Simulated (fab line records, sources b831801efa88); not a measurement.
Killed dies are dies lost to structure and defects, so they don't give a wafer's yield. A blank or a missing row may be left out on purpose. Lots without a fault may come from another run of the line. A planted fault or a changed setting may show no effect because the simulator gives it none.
One fault seen from 2 desks | flow sky130 | each desk has only its own numbers; what lay behind them comes last

THE TOOL OWNER'S DESK: iline_stepper-02
The tool's own readings at SKY_SD_P_EXPOSE_04 (exposes mask PSDM, target cd 380 nm): means of the sampled wafers that have a number, for each lot that ran on this tool. A lot is out of limits, marked OUT, if its mean lies more than 4 standard deviations from the usual mean; the brackets give that distance.
Columns: A = focus_offset_nm at SKY_SD_P_EXPOSE_04, usual 0.0 nm
lot  | first seen here | A
L487 | day 24 16:41    | 0.1
L493 | day 27 11:58    | -0.9
L496 | day 28 22:19    | 0.2
L497 | day 29 00:47    | 0.3
L498 | day 29 17:40    | -0.2
L501 | day 30 00:41    | -0.5
This desk's finding: nothing out of limits on any of the 6 lots.

THE METROLOGY DESK
What the gauges read, lot by lot, whatever tool the lot ran on: means of the sampled wafers that have a number. A lot is out of limits, marked OUT, if its mean lies more than 4 standard deviations from the usual mean; the brackets give that distance.
Columns: A = LDD_HVP_TW at SKY_LDD_HVP_TW_MEAS_10, usual 452; B = LDD_LDN_OVL at SKY_LDD_LDN_OVL_MEAS_07, usual -0.2 nm; C = SD_P_OVL at SKY_SD_P_OVL_MEAS_08, usual -1.0 nm; D = SD_P_TW at SKY_SD_P_TW_MEAS_11, usual 2819
lot  | first seen here | A   | B    | C              | D
L487 | day 21 11:16    | 451 | -1.7 | -0.7           | 2819
L488 | day 22 05:30    | 452 | -0.0 | -1.9           | 2852
L489 | day 22 08:34    | 453 | -1.8 | 0.6            | 2810
L490 | day 22 15:20    | 450 | 1.0  | -1.6           | 2811
L491 | day 22 22:59    | 452 | -1.2 | -2.5           | 2811
L492 | day 24 04:36    | 459 | 0.9  | -0.2           | 2837
L493 | day 24 06:34    | 451 | 0.2  | -0.9           | 2807
L496 | day 25 20:06    | 449 | -1.2 | -0.1           | 2812
L497 | day 25 20:12    | 450 | -0.1 | 75.3 (+48) OUT | 2811
L498 | day 26 15:53    | 452 | 0.9  | 72.6 (+46) OUT | 2799
L500 | day 26 18:38    | 452 | 0.2  | -0.2           | 2832
L501 | day 26 23:26    | 460 | -0.1 | 74.4 (+47) OUT | 2810
L504 | day 28 06:45    | 451 | 1.3  | -2.8           | 2840
L509 | day 29 15:19    | 450 | 0.3  | -1.9           | 2833
This desk's finding: out of limits on L497, L498, L501; first on L497, day 29 14:07 (SD_P_OVL at SKY_SD_P_OVL_MEAS_08). In limits: L487, L488, L489, L490, L491, L492, L493, L496, L500, L504, L509.

PUT TOGETHER
The metrology desk could have raised an alarm at day 29 14:07, on L497, L498, L501.
The tool owner's desk saw nothing out of limits.
The tool owner's desk has L497, L498, L501 on record, within its limits.
Of the lots named, all ran SKY_SD_P_EXPOSE_04 on iline_stepper-02.

WHAT THE SIMULATOR HAD PUT IN
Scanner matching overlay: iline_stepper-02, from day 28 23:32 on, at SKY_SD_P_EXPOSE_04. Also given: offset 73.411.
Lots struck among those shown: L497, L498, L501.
Hours from the fault's start to each desk's first reading out of limits: the metrology desk, 15.
